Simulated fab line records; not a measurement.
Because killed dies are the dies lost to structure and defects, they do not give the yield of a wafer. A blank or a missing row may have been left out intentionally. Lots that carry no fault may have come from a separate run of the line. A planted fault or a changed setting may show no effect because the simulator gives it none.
The tool behind it: which one?    flow sky130    13 lots with 39 wafers sampled at 5 steps, on a route of 708 steps

## WHAT EACH GAUGE READ, for each wafer
SKY_FIELD_ISO_THK_MEAS_04.
lot   measured     on             FIELD_ISO_CVD_03_THK (nm)
L987  day 1 13:30  film metro-04  164.1 165.1 163.4
L988  day 1 18:50  film metro-03  165.4 164.6 165.1
L990  day 2 07:34  film metro-03  167.4 168.7 167.4
L991  day 2 17:26  film metro-04  162.5 163.3 164.3
L993  day 3 03:13  film metro-03  164.0 165.1 165.0
L996  day 3 12:58  film metro-04  163.3 164.6 164.1
L997  day 3 15:53  film metro-03  163.4 164.3 164.8
L998  day 3 21:03  film metro-04  165.5 164.7 166.1
L999  day 4 02:34  film metro-03  166.4 167.9 167.0
L100  day 4 07:40  film metro-04  165.9 165.2 166.6
L103  day 4 23:25  film metro-01  165.6 166.3 166.8
L107  day 5 17:44  film metro-01  164.0 164.2 163.6
L109  day 6 05:07  film metro-04  164.7 167.4 165.2

SKY_VT_ADJUST_HVTP_TW_MEAS_11.
lot   measured      on             VT_ADJUST_HVTP_TW
L987  day 6 22:25   film metro-01  1366 1367 1363
L988  day 6 22:55   film metro-01  1364 1364 1359
L990  day 7 11:14   film metro-03  1365 1362 1368
L991  day 7 13:18   film metro-02  1342 1338 1344
L993  day 8 00:58   film metro-01  1357 1366 1365
L996  day 8 18:21   film metro-02  1347 1343 1339
L997  day 8 20:14   film metro-03  1369 1372 1357
L998  day 9 02:08   film metro-02  1336 1335 1340
L999  day 9 05:02   film metro-02  1346 1343 1340
L100  day 9 10:57   film metro-01  1359 1361 1357
L103  day 10 11:07  film metro-01  1354 1359 1356
L107  day 11 10:48  film metro-03  1417 1413 1414
L109  day 11 22:31  film metro-03  1415 1412 1410

SKY_LI_CONTACT_THK_MEAS_23: measures by xrf.
lot   measured      on             LI_CONTACT_W_THK (nm)
L987  day 30 00:38  film metro-02  384 386 379
L988  day 30 06:19  film metro-01  375 384 381
L990  day 30 21:34  film metro-03  377 372 379
L991  day 31 02:46  film metro-03  370 371 379
L993  day 31 15:33  film metro-01  376 378 379
L996  day 32 15:21  film metro-02  386 384 385
L997  day 32 19:44  film metro-01  389 380 388
L998  day 33 02:02  film metro-03  371 372 372
L999  day 33 04:25  film metro-02  385 379 380
L100  day 33 23:58  film metro-02  392 391 382
L103  day 34 20:07  film metro-01  386 395 387
L107  day 35 16:10  film metro-01  385 387 386
L109  day 36 11:52  film metro-02  388 396 401

## WHAT TOOL EACH LOT RAN ON (gives the tool, then ch and the chambers of the sampled wafers, and finally the start)
lot   SKY_VT_ADJUST_HVTP_IMPLANT_09    SKY_LI_CONTACT_SPUTTER_19
L987  implanter-01 ch 0, day 6 22:11   pvd sputter-03, day 30 00:14
L988  implanter-04 ch 0, day 6 22:41   pvd sputter-02, day 30 05:56
L990  implanter-02 ch 0, day 7 10:59   pvd sputter-04, day 30 21:10
L991  implanter-02 ch 0, day 7 13:04   pvd sputter-03, day 31 02:23
L993  implanter-04 ch 0, day 8 00:44   pvd sputter-03, day 31 15:10
L996  implanter-02 ch 0, day 8 18:07   pvd sputter-04, day 32 14:50
L997  implanter-02 ch 0, day 8 20:01   pvd sputter-02, day 32 19:20
L998  implanter-01 ch 0, day 9 01:53   pvd sputter-03, day 33 01:32
L999  implanter-02 ch 0, day 9 04:47   pvd sputter-03, day 33 04:02
L100  implanter-01 ch 0, day 9 10:43   pvd sputter-04, day 33 23:35
L103  implanter-04 ch 0, day 10 10:52  pvd sputter-03, day 34 19:44
L107  implanter-02 ch 0, day 11 10:34  pvd sputter-03, day 35 15:47
L109  implanter-02 ch 0, day 11 22:17  pvd sputter-02, day 36 11:28
- SKY_VT_ADJUST_HVTP_IMPLANT_09
- SKY_LI_CONTACT_SPUTTER_19: material Ti, target thk 20 nm, time 106.37 s.

## WHAT THE TOOLS THEMSELVES READ (means of the sampled wafers that have a number; where no wafer has one, the mark that the record gives instead)
SKY_VT_ADJUST_HVTP_IMPLANT_09.
lot   tool          beam energy keV
L987  implanter-01  149.99
L988  implanter-04  150.02
L990  implanter-02  149.91
L991  implanter-02  149.99
L993  implanter-04  149.99
L996  implanter-02  150.03
L997  implanter-02  149.98
L998  implanter-01  150.01
L999  implanter-02  150.00
L100  implanter-01  149.92
L103  implanter-04  150.03
L107  implanter-02  169.37
L109  implanter-02  169.40

SKY_LI_CONTACT_SPUTTER_19.
lot   tool            throttle valve pct (%)
L987  pvd sputter-03  29.1
L988  pvd sputter-02  30.8
L990  pvd sputter-04  29.9
L991  pvd sputter-03  29.7
L993  pvd sputter-03  30.4
L996  pvd sputter-04  30.2
L997  pvd sputter-02  30.8
L998  pvd sputter-03  29.8
L999  pvd sputter-03  30.0
L100  pvd sputter-04  30.2
L103  pvd sputter-03  29.1
L107  pvd sputter-03  29.2
L109  pvd sputter-02  30.8

## THE ANSWER, worked out from the rows above alone
Rule: the usual values come from the lots themselves. The widest of any qualifying gaps counts: lots, ordered by their means at a reading, are off when they make up no more than a third of the lots, leave a main group of 4 or more, and stand apart from it by 3 or more times the standard deviation of that group's means. A main group whose means are all the same, to the digits that the tables above print for the reading, isn't used. A lot without any number at a reading at which 4 lots or more have one is off too. Any other lot the step has rows for is counted as sound. After the gauges, taken in route order, come the tools' own readings; for these a lot's mean is taken, as printed above. At the first step where some lot is off, the reading lying furthest off is the one used; lots without a number count as furthest.
Off: L107, L109, seen at SKY_VT_ADJUST_HVTP_TW_MEAS_11 (VT_ADJUST_HVTP_TW). The main group: mean 1355, standard deviation 11.
A tool fits if, at a process step before that reading, it ran every lot that is off, and no sound lot after the first of them. Not tried: the gauges at SKY_VT_ADJUST_HVTP_TW_MEAS_11; whatever is off there is also off at SKY_VT_ADJUST_HVTP_IMPLANT_09, on other tools, and gauge error can't account for it. One candidate fits, namely implanter-02 at SKY_VT_ADJUST_HVTP_IMPLANT_09. Its last sound lot is L999 (day 9 04:47), its first lot that is off L107 (day 11 10:34): a fault that began between those two fits.
On the lots that are off, the tool's own readings at SKY_VT_ADJUST_HVTP_IMPLANT_09 differ by more than 5 times the standard deviation of the sound lots' means, which bears it out; beam energy keV reads 169.38 there versus 149.99 on the sound lots.

## WHAT THE SIMULATOR PUT IN
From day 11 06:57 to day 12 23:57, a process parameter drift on implanter-02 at SKY_VT_ADJUST_HVTP_IMPLANT_09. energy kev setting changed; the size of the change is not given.
Struck lots among those shown: L107, L109. Same finding as the rule above.
